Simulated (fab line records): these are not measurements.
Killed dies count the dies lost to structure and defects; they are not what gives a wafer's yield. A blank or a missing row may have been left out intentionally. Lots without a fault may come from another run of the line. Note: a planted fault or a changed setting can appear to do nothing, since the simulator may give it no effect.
The same fault as seen by 2 desks -- flow sky130 -- only its own numbers are on each desk; what lay behind them is given at the end

AT THE METROLOGY DESK
What the gauges read, lot by lot, whatever tool the lot ran on: means of the sampled wafers that have a number. Any lot whose mean is over 4 standard deviations away from the usual mean is out of limits and marked OUT; that distance is given in the brackets.
Columns: A = VIA3_W_RS at SKY_VIA3_RS_MEAS_22, usual 0.296 ohm/sq; B = VIA4_W_RS at SKY_VIA4_RS_MEAS_19, usual 0.2269 ohm/sq; C = VIA4_W_THK at SKY_VIA4_THK_MEAS_20, usual 517 nm; D = PASSIVATION_CVD_00_THK at SKY_PASSIVATION_THK_MEAS_01, usual 89.9 nm
lot,first seen here,A,B,C,D
L278,day 40 01:41,0.294,0.2247,524,90.4
L280,day 40 13:58,0.295,0.2226,529,90.1
L281,day 41 00:44,0.295,0.2244,518,90.0
L283,day 41 13:05,0.300,0.2264,513,90.9
L284,day 41 22:07,0.298,0.2254,516,90.8
L288,day 43 00:55,0.298,0.5219 (+99 or more) OUT,228 (-41) OUT,90.0
L289,day 43 04:29,0.295,0.5013 (+99 or more) OUT,233 (-40) OUT,88.6
L290,day 43 09:52,0.299,0.2286,508,90.3
L299,day 45 18:25,0.296,0.2262,518,90.2
L300,day 45 19:46,0.298,0.2300,509,90.2
This desk reports L288, L289 out of limits; the earliest was L288 at day 46 00:07 (VIA4_W_RS at SKY_VIA4_RS_MEAS_19). L278, L280, L281, L283, L284, L290, L299, L300 stayed within limits.

FOR THE TOOL OWNER'S DESK: cvd-w-01
The tool's own readings at SKY_VIA4_CVD_18 (deposits W, target thk 505 nm, time 152.14 s): means of the sampled wafers that have a number, for each lot that ran on this tool. Any lot whose mean is over 4 standard deviations away from the usual mean is out of limits and marked OUT; that distance is given in the brackets.
Columns: A = heater-power-w at SKY_VIA4_CVD_18, usual 908 W; B = susceptor-temp-C at SKY_VIA4_CVD_18, usual 399.99 C
lot,first seen here,A,B
L278,day 43 04:28,913,399.76
L281,day 44 02:21,862,400.14
L283,day 44 12:43,907,400.02
L288,day 45 23:56,844,400.13
L289,day 46 02:48,876,400.00
Result from this desk: across the 5 lots, nothing is out of limits.

TAKEN TOGETHER
L288, L289 would have let the metrology desk raise an alarm at day 46 00:07.
The desk of the tool owner found nothing out of limits.
Tool owner's desk: L288, L289 on record, inside its limits.
SKY_VIA4_CVD_18 was run on cvd-w-01 by each of the lots named.

WHAT THE SIMULATOR HAD PUT IN
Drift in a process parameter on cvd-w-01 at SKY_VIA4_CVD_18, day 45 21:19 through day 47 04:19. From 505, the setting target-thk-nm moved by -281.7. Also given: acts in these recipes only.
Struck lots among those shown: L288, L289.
Time in hours between the start of the fault and the first out-of-limits reading at each desk: metrology desk, 3.
